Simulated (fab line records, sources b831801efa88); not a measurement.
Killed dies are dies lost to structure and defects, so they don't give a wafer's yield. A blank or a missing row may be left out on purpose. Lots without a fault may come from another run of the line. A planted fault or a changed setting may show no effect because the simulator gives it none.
fab line records | flow sfq_line
record lots=15 wafers=45 last_day=78
route steps=325 shown L0V@23 M0@41 I0@44 I2@113
lots that met no fault: from a run of the same line without faults
start_h: hours from the record's first day to the start of the lot's first wafer shown | wait_h: hours since the lot's step before | " the same as in the row above | L1.1+2: a row that stands for several wafers | - no value, or no start given | * or withheld: withheld | < > ~ a bound
route shown NAME@n: a module of which the file shows steps, and the number in the route of the first | usual: mean/standard deviation of fault-free wafers | same: alike in all rows | chamber/n: place in a boat | sites: the reading at each site | _std_site: their standard deviation | _edge_site: outer sites' mean less inner sites' | radius_mm: how far each site lies from the wafer's centre | mask NAME#n: copy n | behind: the tool/chamber that last shaped the wafer | hold: why the lot was held/for how many hours/how that ended | device: the transistor (n, p or np) that didn't switch | end of line: the same wafers' tests at the end of the route | a step without rows: its recipe alone | killed: dies lost to structure and defects at the first sort, not the wafer's yield | map: a wafer's dies, x killed, . not, _ none there
set.NAME: the setting as run; set.NAME@STEP: as run at that earlier step | model.NAME: the simulator's own value behind a step, which no gauge read
steps of the route over a sample of lots; a table a step, a row a wafer
services: from which hour (start_h, from the record's first day; less than 0 if before it) a tool's chamber was out of use, for how many hours, and why
## steps
# step SFQ_L0V_OVL_MEAS_903
# usual L0V_OVL=-5/5.1
# columns lot.wafer tool chamber start_h wait_h L0V_OVL[nm]
L182.1 overlay-02 - 111.66 0.1 0
L182.2 " - " " -4
L182.6 " - " " 3
L183.2 overlay-01 - 116.47 0.1 -3
L183.3 " - " " 0
L183.6 " - " " 2
L185.1 overlay-01 - 126.48 0.1 -1
L185.2 " - " " -11
L185.3 " - " " -6
L186.3 overlay-02 - 130.09 0.1 4
L186.5 " - " " 2
L186.6 " - " " 5
L187.1 overlay-02 - 138.48 0.1 1
L187.3 " - " " 2
L187.6 " - " " 2
L188.1 overlay-01 - 143.38 0.1 -9
L188.4 " - " " -2
L188.5 " - " " -9
L189.3 overlay-02 - 148.19 0.1 -8
L189.5 " - " " -12
L189.6 " - " " -12
L192.3 overlay-02 - 168.81 0.1 -4
L192.4 " - " " -2
L192.6 " - " " -1
L196.1 overlay-01 - 187.67 0.1 -3
L196.3 " - " " -7
L196.4 " - " " -6
L198.1 overlay-02 - 204.47 0.1 -1
L198.3 " - " " -9
L198.6 " - " " 0
L199.1 overlay-01 - 210.47 0.1 -5
L199.3 " - " " -4
L199.4 " - " " -1
L200.1 overlay-02 - 217.47 0.1 -13
L200.2 " - " " -6
L200.4 " - " " -11
L201.2 overlay-02 - 223.48 0.1 -1
L201.4 " - " " -5
L201.6 " - " " 4
L202.1 overlay-01 - 227.07 0.1 -7
L202.3 " - " " -4
L202.4 " - " " 1
L203.1 overlay-01 - 234.27 0.1 -13
L203.4 " - " " -8
L203.5 " - " " -10
# step SFQ_TRILAYER_M0_STRIP_STRIP_025
# recipe gas=O2 power_w=200 platen_temp_c=40 overash_fraction=0.65 chemistry=O2 pressure_mtorr=50
# usual drypump_motor_current_A=5.93/0.28 oes_product_au=0.998/0.012
# columns lot.wafer tool chamber start_h wait_h drypump_motor_current_A oes_product_au rf_hours_counter_h
L182.1 rie_metal-02 0 177.20 0.1 5.53 1.005 110
L182.2 " 1 " " 5.78 1.004 17
L182.6 " 1 " " 5.78 0.999 -
L183.2 rie_metal-04 1 179.60 0.1 6.05 0.992 54
L183.3 " 0 " " 5.88 0.981 -
L183.6 " 0 " " 5.86 0.978 -
L185.1 rie_metal-02 0 195.10 0.1 5.58 1.010 112
L185.2 " 1 " " 5.74 1.016 20
L185.3 " 1 " " 5.76 1.017 -
L186.3 rie_metal-02 0 202.50 0.2 5.57 1.008 -
L186.5 " 0 " " 5.55 1.013 -
L186.6 " 1 " " 5.78 1.018 -
L187.1 rie_metal-02 0 211.90 0.1 5.56 0.998 116
L187.3 " 0 " " 5.56 0.998 -
L187.6 " 0 " " 5.56 0.997 -
L188.1 rie_metal-01 0 216.50 0.1 6.20 0.995 29
L188.4 " 0 " " 6.16 0.991 -
L188.5 " 0 " " 6.21 0.998 -
L189.3 rie_metal-02 1 221.50 0.2 5.79 1.018 -
L189.5 " 0 " " 5.58 0.980 -
L189.6 " 1 " " 5.77 1.010 -
L192.3 rie_metal-01 1 243.10 0.2 6.34 0.988 -
L192.4 " 0 " " 6.18 0.984 -
L192.6 " 1 " " 6.32 0.982 -
L196.1 rie_metal-04 1 264.50 0.1 6.06 1.002 65
L196.3 " 1 " " 6.10 1.007 -
L196.4 " 0 " " 5.84 0.989 -
L198.1 rie_metal-04 0 282.05 0.1 5.85 0.993 34
L198.3 " 1 " " 6.11 0.998 -
L198.6 " 0 " " 5.83 0.997 -
L199.1 rie_metal-04 0 288.05 0.1 5.85 0.986 35
L199.3 " 0 " " 5.84 0.991 -
L199.4 " 1 " " 6.08 0.995 -
L200.1 rie_metal-01 1 296.45 0.1 6.30 0.993 23
L200.2 " 0 " " 6.23 0.999 44
L200.4 " 0 " " 6.21 1.000 -
L201.2 rie_metal-01 1 302.45 0.1 6.34 0.999 24
L201.4 " 0 " " 6.19 0.994 -
L201.6 " 1 " " 6.37 0.992 -
L202.1 rie_metal-04 1 306.05 0.1 6.09 1.007 73
L202.3 " 0 " " 5.85 0.992 -
L202.4 " 1 " " 6.09 1.001 -
L203.1 rie_metal-02 1 314.45 0.1 5.78 0.999 43
L203.4 " 1 " " 5.74 1.021 -
L203.5 " 0 " " 5.53 0.997 -
# step SFQ_TRILAYER_I0_CMP_CMP_028
# recipe material=SiO2 down_force_psi=3 platen_rpm=60 pad_velocity_m_s=0.94248
# usual motor_current_A=10.7/1 platen_rpm=60.00/0.037 time_to_endpoint_s=211/8.2
# columns lot.wafer tool chamber start_h wait_h motor_current_A platen_rpm time_to_endpoint_s
L182.1 cmp-02 3 181.44 3.4 10.7 59.98 197
L182.2 " 0 " " 10.0 59.95 200
L182.6 " 3 183.44 5.4 10.4 59.93 192
L183.2 cmp-02 1 187.44 7.0 9.2 59.99 218
L183.3 " 0 188.94 8.5 10.2 60.02 215
L183.6 " 1 " " 9.3 59.99 222
L185.3 cmp-01 1 203.54 7.6 12.9 60.01 212
L185.1 " 2 " " 11.2 59.92 203
L185.2 " 0 205.04 9.1 10.7 59.94 211
L186.3 cmp-01 1 213.04 9.9 12.4 59.96 209
L186.5 " 0 214.54 11.4 10.8 60.06 220
L186.6 " 1 " " 12.8 59.95 214
L187.3 cmp-01 0 222.04 9.3 10.8 60.03 207
L187.1 " 1 " " 12.9 60.02 196
L187.6 " 0 224.04 11.3 10.5 60.07 197
L188.1 cmp-01 0 225.54 8.2 10.6 59.95 196
L188.4 " 1 " " 12.8 59.96 216
L188.5 " 3 227.04 9.7 11.3 59.97 221
L189.3 cmp-02 3 230.24 8.1 10.8 60.04 198
L189.5 " 1 231.24 9.1 9.3 60.00 215
L189.6 " 2 " " 9.8 60.01 223
L192.3 cmp-02 3 253.74 10.0 10.9 60.00 195
L192.4 " 0 " " 9.7 59.98 220
L192.6 " 3 255.74 12.0 10.7 59.96 204
L196.1 cmp-02 0 265.35 0.0 10.3 59.98 207
L196.4 " 2 266.35 1.0 9.6 60.00 220
L196.3 " 3 " " 11.7 60.02 189
L198.1 cmp-01 2 288.54 5.7 11.2 60.01 208
L198.3 " 0 289.54 6.7 11.0 59.99 212
L198.6 " 2 290.54 7.6 10.9 59.99 210
L199.4 cmp-01 2 291.54 2.6 10.5 60.07 214
L199.1 " 0 292.54 3.7 10.4 60.05 209
L199.3 " 1 " " 12.9 59.98 220
L200.1 cmp-01 2 298.04 0.8 11.1 60.02 202
L200.2 " 3 " " 11.1 60.00 213
L200.4 " 0 " " 10.4 60.02 213
L201.2 cmp-02 3 305.47 2.2 10.8 60.07 205
L201.4 " 0 " " 9.8 59.99 213
L201.6 " 2 306.97 3.7 9.5 59.99 222
L202.1 cmp-01 2 313.04 6.2 11.1 59.99 211
L202.4 " 3 " " 11.2 59.96 222
L202.3 " 0 " " 10.9 60.00 215
L203.4 cmp-02 2 316.97 1.7 9.8 60.02 206
L203.1 " 1 318.47 3.2 9.6 60.02 205
L203.5 " 3 319.47 4.2 10.7 60.06 195
# step SFQ_TRILAYER_I0_METRO_MEASURE_029
# usual thk_nm=199.5/1.4
# columns lot.wafer tool chamber start_h wait_h thk_nm
L182.1 film_metro-03 - 184.56 0.1 199.5
L182.2 " - " " 201.1
L182.6 " - " " 198.5
L183.2 film_metro-04 - 190.76 0.3 200.0
L183.3 " - " " 199.6
L183.6 " - " " 199.3
L185.1 film_metro-03 - 206.66 0.1 197.3
L185.2 " - " " 200.1
L185.3 " - " " 201.2
L186.3 film_metro-01 - 216.06 0.5 201.3
L186.5 " - " " 199.7
L186.6 " - " " 218.5
L187.1 film_metro-04 - 224.66 0.1 219.6
L187.3 " - " " 200.0
L187.6 " - " " 219.4
L188.1 film_metro-01 - 227.66 0.1 219.9
L188.4 " - " " 201.0
L188.5 " - " " 199.6
L189.3 film_metro-04 - 232.76 0.5 197.0
L189.5 " - " " 198.6
L189.6 " - " " 199.1
L192.3 film_metro-03 - 256.76 0.5 199.2
L192.4 " - " " 199.0
L192.6 " - " " 197.6
L196.1 film_metro-01 - 268.47 0.1 197.2
L196.3 " - " " 196.2
L196.4 " - " " 198.1
L198.1 film_metro-04 - 291.66 0.1 198.9
L198.3 " - " " 199.5
L198.6 " - " " 198.1
L199.1 film_metro-04 - 294.66 0.1 199.8
L199.3 " - " " 201.2
L199.4 " - " " 199.1
L200.1 film_metro-04 - 300.66 0.1 198.9
L200.2 " - " " 200.9
L200.4 " - " " 200.9
L201.2 film_metro-03 - 308.29 0.3 197.7
L201.4 " - " " 200.4
L201.6 " - " " 200.9
L202.1 film_metro-01 - 315.66 0.1 198.2
L202.3 " - " " 199.5
L202.4 " - " " 199.7
L203.1 film_metro-03 - 320.09 0.1 200.6
L203.4 " - " " 200.3
L203.5 " - " " 197.0
# step SFQ_TRILAYER_I0_VIA_ETCH_VIA_ETCH_034
# recipe target=SiO2 stop_on=Nb mask_material=PR taper_deg=20 chemistry=CHF3 target_depth_nm=260 source_w=500 bias_w=80 pressure_mtorr=30 time_s=withheld
# usual drypump_motor_current_A=5.9/0.54 oes_product_au=0.853/0.0057
# columns lot.wafer tool chamber start_h wait_h drypump_motor_current_A oes_product_au
L182.1 rie_diel-04 1 227.97 0.0 5.6 0.850
L182.2 " 2 " " 6.7 0.852
L182.6 " 3 " " 5.7 0.858
L183.2 rie_diel-03 1 231.57 0.0 6.3 0.856
L183.3 " 0 " " 6.3 0.846
L183.6 " 0 " " 6.3 0.851
L185.1 rie_diel-03 0 247.17 0.0 6.3 0.844
L185.2 " 1 " " 6.3 0.854
L185.3 " 3 " " 4.9 0.862
L186.3 rie_diel-03 1 273.56 0.0 6.3 0.867
L186.5 " 2 " " 6.3 0.858
L186.6 " 3 " " 4.9 0.897
L187.1 rie_diel-01 2 283.40 0.0 6.3 0.895
L187.3 " 0 " " 4.9 0.859
L187.6 " 2 " " 6.3 0.906
L188.1 rie_diel-04 1 285.56 0.0 5.7 0.896
L188.4 " 0 " " 6.2 0.860
L188.5 " 0 " " 6.2 0.855
L189.3 rie_diel-03 2 291.80 0.0 6.3 0.849
L189.5 " 2 " " 6.3 0.852
L189.6 " 3 " " 4.9 0.857
L192.3 rie_diel-04 2 314.36 0.0 6.7 0.854
L192.4 " 1 " " 5.7 0.854
L192.6 " 0 " " 6.2 0.849
L196.1 rie_diel-04 1 328.76 0.0 5.7 0.849
L196.3 " 0 " " 6.2 0.842
L196.4 " 2 " " 6.7 0.852
L198.1 rie_diel-03 0 353.86 0.0 6.3 0.852
L198.3 " 2 " " 6.2 0.854
L198.6 " 1 " " 6.3 0.849
L199.1 rie_diel-01 1 357.46 0.0 6.0 0.857
L199.3 " 2 " " 6.3 0.865
L199.4 " 0 " " 4.9 0.861
L200.1 rie_diel-03 2 364.66 0.0 6.3 0.847
L200.2 " 3 " " 4.9 0.856
L200.4 " 0 " " 6.3 0.857
L201.2 rie_diel-01 0 371.86 0.0 4.9 0.852
L201.4 " 2 " " 6.3 0.858
L201.6 " 2 " " 6.3 0.859
L202.1 rie_diel-04 3 382.21 0.0 5.7 0.852
L202.3 " 1 " " 5.7 0.857
L202.4 " 2 " " 6.7 0.852
L203.1 rie_diel-01 0 387.01 0.0 4.9 0.858
L203.4 " 1 " " 6.0 0.852
L203.5 " 0 " " 4.9 0.843
# step SFQ_I2_OVL_MEAS_918
# usual I2_OVL=0/4.7
# columns lot.wafer tool chamber start_h wait_h I2_OVL[nm]
L182.1 overlay-02 - 561.10 0.1 2
L182.2 " - " " 2
L182.6 " - " " -1
L183.2 overlay-02 - 563.51 0.1 -3
L183.3 " - " " 1
L183.6 " - " " -2
L185.1 overlay-01 - 584.49 0.1 0
L185.2 " - " " -2
L185.3 " - " " -2
L186.3 overlay-01 - 607.30 0.1 2
L186.5 " - " " 5
L186.6 " - " " 1
L187.1 overlay-01 - 614.49 0.1 4
L187.3 " - " " -1
L187.6 " - " " 1
L188.1 overlay-01 - 624.09 0.1 -7
L188.4 " - " " -7
L188.5 " - " " -9
L189.3 overlay-02 - 632.50 0.1 3
L189.5 " - " " -4
L189.6 " - " " 3
L192.3 overlay-01 - 665.68 0.1 1
L192.4 " - " " 0
L192.6 " - " " -2
L196.1 overlay-02 - 690.77 0.1 4
L196.3 " - " " 6
L196.4 " - " " 4
L198.1 overlay-02 - 721.47 0.1 8
L198.3 " - " " 5
L198.6 " - " " 8
L199.1 overlay-02 - 728.67 0.1 -8
L199.3 " - " " -5
L199.4 " - " " -7
L200.1 overlay-02 - 740.06 0.1 1
L200.2 " - " " -3
L200.4 " - " " 2
L201.2 overlay-02 - 753.26 0.1 -2
L201.4 " - " " 5
L201.6 " - " " 3
L202.1 overlay-01 - 759.26 0.1 1
L202.3 " - " " -7
L202.4 " - " " 2
L203.1 overlay-01 - 765.26 0.1 4
L203.4 " - " " 0
L203.5 " - " " -1
## services
# columns tool chamber start_h hours kind
rie_diel-03 2 156.35 3.6 repair
rie_diel-04 - 172.84 0.5 repair
cmp-01 - 176.22 8.9 pm
rie_metal-04 - 183.36 0.2 repair
film_metro-04 - 184.68 0.6 pm
cmp-01 - 184.74 6.8 repair
cmp-02 - 190.85 1.8 repair
rie_diel-04 2 216.47 1.9 repair
film_metro-04 - 216.73 3.3 repair
cmp-02 - 219.93 6.3 pm
rie_metal-04 - 225.93 14.6 pm
cmp-01 - 235.18 0.5 repair
cmp-01 - 236.54 4.0 pm
rie_metal-04 - 250.74 4.3 pm
rie_metal-04 - 257.96 6.2 repair
film_metro-04 - 262.41 0.5 pm
cmp-01 - 269.24 0.3 repair
cmp-02 - 271.35 6.6 pm
cmp-01 - 305.64 0.8 repair
film_metro-04 - 313.86 0.6 pm
film_metro-04 - 320.77 2.0 pm
cmp-01 - 330.94 10.2 pm
cmp-02 - 356.11 1.6 repair
rie_metal-02 - 384.48 4.3 pm
## key
first_sign step=SFQ_TRILAYER_I0_METRO_MEASURE_029 reading=thk_nm direction=up sigmas=15 usual=199.5 struck=219.3
effect step=SFQ_TRILAYER_I0_VIA_ETCH_VIA_ETCH_034 reading=oes_product_au direction=up sigmas=8 usual=0.853 struck=0.899
met_at SFQ_TRILAYER_I0_CMP_CMP_028
struck_lots L186,L187,L188
struck_wafers L186.6,L187.1,L187.6,L188.1
not_acting_at SFQ_L0V_OVL_MEAS_903,SFQ_TRILAYER_M0_STRIP_STRIP_025,SFQ_I2_OVL_MEAS_918
onset_between 203.54 213.04
fault kind=process_parameter_drift tool=cmp-01 chamber=- onset_h=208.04 steps=SFQ_TRILAYER_I0_CMP_CMP_028 channel=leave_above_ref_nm offset=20 shape=step end_h=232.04 scope=struck_wafers_only acts_in=these_recipes_only stated=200
